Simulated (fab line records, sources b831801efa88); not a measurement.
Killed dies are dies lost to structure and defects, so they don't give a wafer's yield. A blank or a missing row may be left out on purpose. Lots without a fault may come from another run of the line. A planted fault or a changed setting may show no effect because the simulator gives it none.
Which tool did it? | flow sky130 | 12 lots, 36 wafers sampled, at 5 steps of a route of 708

WHAT THE GAUGES READ, wafer by wafer
The record holds no reading of a measuring or inspecting step that can be judged against a usual standard deviation.

WHICH TOOL RAN EACH LOT (tool, then ch and the chambers of the sampled wafers, then the start)
lot  | SKY_NWELL_COAT_18                 | SKY_NWELL_STRIP_25                   | SKY_VIA1_ETCH_15                   | SKY_METAL2_SPUTTER_00        | SKY_METAL2_SPUTTER_01
L539 | litho_track-02 ch 0, day 5 11:27  | plasma_asher-04 ch 0,1, day 5 21:19  | rie_diel-03 ch 0,1,3, day 34 12:42 | pvd_sputter-02, day 34 13:58 | pvd_sputter-02, day 34 14:00
L540 | litho_track-02 ch 0, day 5 16:33  | plasma_asher-01 ch 0,1, day 6 02:10  | rie_diel-02 ch 0,1,2, day 35 00:41 | pvd_sputter-01, day 35 02:04 | pvd_sputter-01, day 35 02:05
L542 | litho_track-04 ch 0, day 6 02:56  | plasma_asher-01 ch 1, day 6 17:20    | rie_diel-03 ch 1,2,3, day 35 22:05 | pvd_sputter-02, day 35 23:22 | pvd_sputter-02, day 35 23:23
L548 | litho_track-01 ch 0, day 7 20:49  | plasma_asher-01 ch 1, day 8 08:04    | rie_diel-03 ch 0,2, day 38 04:20   | pvd_sputter-04, day 38 05:36 | pvd_sputter-04, day 38 05:37
L549 | litho_track-01 ch 0, day 8 00:13  | plasma_asher-04 ch 0,1, day 8 10:52  | rie_diel-03 ch 0,2,3, day 37 21:25 | pvd_sputter-04, day 37 22:41 | pvd_sputter-04, day 37 22:43
L550 | litho_track-01 ch 0, day 8 07:01  | plasma_asher-01 ch 1, day 8 17:31    | rie_diel-01 ch 2,3, day 38 15:05   | pvd_sputter-02, day 38 16:21 | pvd_sputter-02, day 38 16:23
L551 | litho_track-01 ch 0, day 8 13:58  | plasma_asher-01 ch 0,1, day 9 00:49  | rie_diel-03 ch 0,2, day 38 20:20   | pvd_sputter-02, day 38 21:37 | pvd_sputter-02, day 38 21:38
L552 | litho_track-02 ch 0, day 8 17:03  | plasma_asher-01 ch 0,1, day 9 05:04  | rie_diel-01 ch 1,2,3, day 38 23:32 | pvd_sputter-04, day 39 00:50 | pvd_sputter-04, day 39 00:51
L553 | litho_track-04 ch 0, day 9 00:23  | plasma_asher-04 ch 0,1, day 9 12:07  | rie_diel-02 ch 0,2,3, day 39 05:10 | pvd_sputter-04, day 39 06:26 | pvd_sputter-04, day 39 06:28
L554 | litho_track-01 ch 0, day 9 00:40  | plasma_asher-02 ch 0,1, day 9 12:28  | rie_diel-03 ch 0,1, day 39 08:56   | pvd_sputter-04, day 39 10:12 | pvd_sputter-04, day 39 10:13
L555 | litho_track-02 ch 0, day 9 10:04  | plasma_asher-04 ch 0,1, day 9 21:16  | rie_diel-01 ch 2,3, day 39 19:46   | pvd_sputter-01, day 39 21:23 | pvd_sputter-01, day 39 21:25
L560 | litho_track-04 ch 0, day 10 23:53 | plasma_asher-01 ch 0,1, day 11 11:53 | rie_diel-02 ch 0,1,3, day 41 13:22 | pvd_sputter-01, day 41 14:38 | pvd_sputter-01, day 41 14:40
- SKY_NWELL_COAT_18: resist thk 3000 nm.
- SKY_NWELL_STRIP_25: strips in O2/N2.
- SKY_VIA1_ETCH_15: etches SiO2 in C4F8/O2/Ar, stops on TiN, target depth 351 nm, time 54 s.
- SKY_METAL2_SPUTTER_00: material Ti, target thk 15 nm, time 10 s.
- SKY_METAL2_SPUTTER_01: material TiN, target thk 20 nm, time 16.7 s.

WHAT THE TOOLS THEMSELVES READ (means of the sampled wafers that have a number; where no wafer has one, the mark that the record gives instead)
SKY_NWELL_STRIP_25.
lot  | tool            | drypump_motor_current_A (A) | o2_flow_sccm (sccm) | oes_product_au (a.u.) | strip_time_to_endpoint_s (s)
L539 | plasma_asher-04 | 6.0                         | 3002                | 0.719                 | 37.13
L540 | plasma_asher-01 | 5.2                         | 3004                | 0.717                 | 37.16
L542 | plasma_asher-01 | 5.2                         | 3004                | 0.728                 | 36.92
L548 | plasma_asher-01 | 5.2                         | 2999                | 0.724                 | 37.16
L549 | plasma_asher-04 | 6.1                         | 3006                | 0.721                 | 37.00
L550 | plasma_asher-01 | 5.2                         | 3009                | 0.721                 | 37.00
L551 | plasma_asher-01 | 5.2                         | 2988                | 0.720                 | 35.40
L552 | plasma_asher-01 | 5.2                         | 2999                | 0.723                 | 36.96
L553 | plasma_asher-04 | 6.1                         | 2983                | 0.722                 | 36.83
L554 | plasma_asher-02 | 5.6                         | 3000                | 0.725                 | 35.47
L555 | plasma_asher-04 | 6.1                         | 3003                | 0.725                 | 36.81
L560 | plasma_asher-01 | 5.2                         | 2995                | 0.723                 | 36.93

SKY_VIA1_ETCH_15.
lot  | tool        | oes_product_au (a.u.)
L539 | rie_diel-03 | 0.980
L540 | rie_diel-02 | 0.984
L542 | rie_diel-03 | 0.973
L548 | rie_diel-03 | 0.978
L549 | rie_diel-03 | 0.978
L550 | rie_diel-01 | 0.983
L551 | rie_diel-03 | 0.983
L552 | rie_diel-01 | 0.983
L553 | rie_diel-02 | 0.986
L554 | rie_diel-03 | 0.975
L555 | rie_diel-01 | 0.981
L560 | rie_diel-02 | 0.983

SKY_METAL2_SPUTTER_00.
lot  | tool           | throttle_valve_pct (%)
L539 | pvd_sputter-02 | 28.9
L540 | pvd_sputter-01 | 29.7
L542 | pvd_sputter-02 | 28.5
L548 | pvd_sputter-04 | 30.2
L549 | pvd_sputter-04 | 30.1
L550 | pvd_sputter-02 | 28.9
L551 | pvd_sputter-02 | 28.2
L552 | pvd_sputter-04 | 29.3
L553 | pvd_sputter-04 | 30.7
L554 | pvd_sputter-04 | 29.7
L555 | pvd_sputter-01 | 29.3
L560 | pvd_sputter-01 | 30.7

SKY_METAL2_SPUTTER_01.
lot  | tool           | throttle_valve_pct (%)
L539 | pvd_sputter-02 | 28.9
L540 | pvd_sputter-01 | 29.9
L542 | pvd_sputter-02 | 28.8
L548 | pvd_sputter-04 | 30.1
L549 | pvd_sputter-04 | 30.0
L550 | pvd_sputter-02 | 29.1
L551 | pvd_sputter-02 | 28.3
L552 | pvd_sputter-04 | 29.2
L553 | pvd_sputter-04 | 30.7
L554 | pvd_sputter-04 | 29.8
L555 | pvd_sputter-01 | 29.4
L560 | pvd_sputter-01 | 30.7

THE ANSWER, worked out from the rows above alone
Rule: what is usual is taken from the lots themselves. Put in order of their means at a reading, lots are off if they are a third of the lots or fewer, leave a main group of 4 or more, and stand apart from it by a gap of 3 or more times the standard deviation of the main group's means; of several such gaps the widest counts. A main group whose means are all the same, to the digits that the tables above print for the reading, isn't used. A lot without any number at a reading at which 4 lots or more have one is off too. The other lots that the step has rows for count as sound. The gauges are gone through in route order, then the tools' own readings, and for those a lot's mean is taken as printed above. The first step at which some lot is off is used, and at that step the reading that is off furthest; a lot without a number counts as furthest.
Off: L551, L554, at SKY_NWELL_STRIP_25 (strip_time_to_endpoint_s). The main group: mean 36.99 s, standard deviation 0.12.
A tool fits if, at that step or a process step before it, it ran every lot that is off, and no sound lot after the first of them. One fits: litho_track-01 at SKY_NWELL_COAT_18. Its last sound lot is L550 (day 8 07:01), its first lot that is off L551 (day 8 13:58): a fault that began between those two fits.

WHAT THE SIMULATOR HAD PUT IN
Process parameter drift: litho_track-01, from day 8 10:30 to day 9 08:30, at SKY_NWELL_COAT_18. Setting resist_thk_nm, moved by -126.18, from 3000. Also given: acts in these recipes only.
Lots struck among those shown: L551, L554. The rule above found the same.
